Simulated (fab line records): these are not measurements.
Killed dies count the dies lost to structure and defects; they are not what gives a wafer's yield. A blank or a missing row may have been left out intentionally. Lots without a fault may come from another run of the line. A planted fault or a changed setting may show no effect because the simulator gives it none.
Which tool was responsible? / flow sky130 / 12 lots (36 wafers sampled), 1 step of a 708-step route

## WHAT THE GAUGES SHOWED, per wafer
SKY_CAPM_THK_MEAS_04: measures by xrf.
lot=L075; measured=day 36 15:15; on=film-metro-01; CAPM_TIN_THK (nm)=198.4 200.2 200.4
lot=L077; measured=day 37 01:32; on=film-metro-01; CAPM_TIN_THK (nm)=197.5 199.9 198.7
lot=L079; measured=day 38 08:23; on=film-metro-04; CAPM_TIN_THK (nm)=201.1 202.8 201.6
lot=L080; measured=day 38 19:37; on=film-metro-02; CAPM_TIN_THK (nm)=197.0 199.2 197.4
lot=L083; measured=day 39 07:58; on=film-metro-02; CAPM_TIN_THK (nm)=197.5 198.8 197.0
lot=L086; measured=day 40 17:32; on=film-metro-01; CAPM_TIN_THK (nm)=200.2 196.2 195.3
lot=L087; measured=day 40 18:53; on=film-metro-04; CAPM_TIN_THK (nm)=199.5 198.6 197.9
lot=L089; measured=day 40 23:22; on=film-metro-02; CAPM_TIN_THK (nm)=198.2 198.3 199.6
lot=L091; measured=day 41 15:20; on=film-metro-02; CAPM_TIN_THK (nm)=198.4 196.4 198.0
lot=L093; measured=day 42 13:35; on=film-metro-02; CAPM_TIN_THK (nm)=195.8 196.5 194.9
lot=L095; measured=day 42 22:05; on=film-metro-02; CAPM_TIN_THK (nm)=196.6 198.1 195.5
lot=L097; measured=day 43 04:26; on=film-metro-02; CAPM_TIN_THK (nm)=199.5 197.8 199.4

## TOOL THAT RAN EACH LOT (tool first, then ch and the chambers of the sampled wafers, then the start)
The record shows no process step preceding these readings.

## THE ANSWER, worked out from the rows above alone
Rule: usual is defined by the lots themselves. Put in order of their means at a reading, lots are off if they are a third of the lots or fewer, leave a main group of 4 or more, and stand apart from it by a gap of 3 or more times the standard deviation of the main group's means; of several such gaps the widest counts. If all means in a main group match to the digits the tables above print for the reading, that group is not used. A lot without any number at a reading at which 4 lots or more have one is off too. All remaining lots with rows at the step are treated as sound.
Across all readings shown, no lot is off: no conclusion can be drawn from this.

## WHAT THE SIMULATOR HAD INSERTED
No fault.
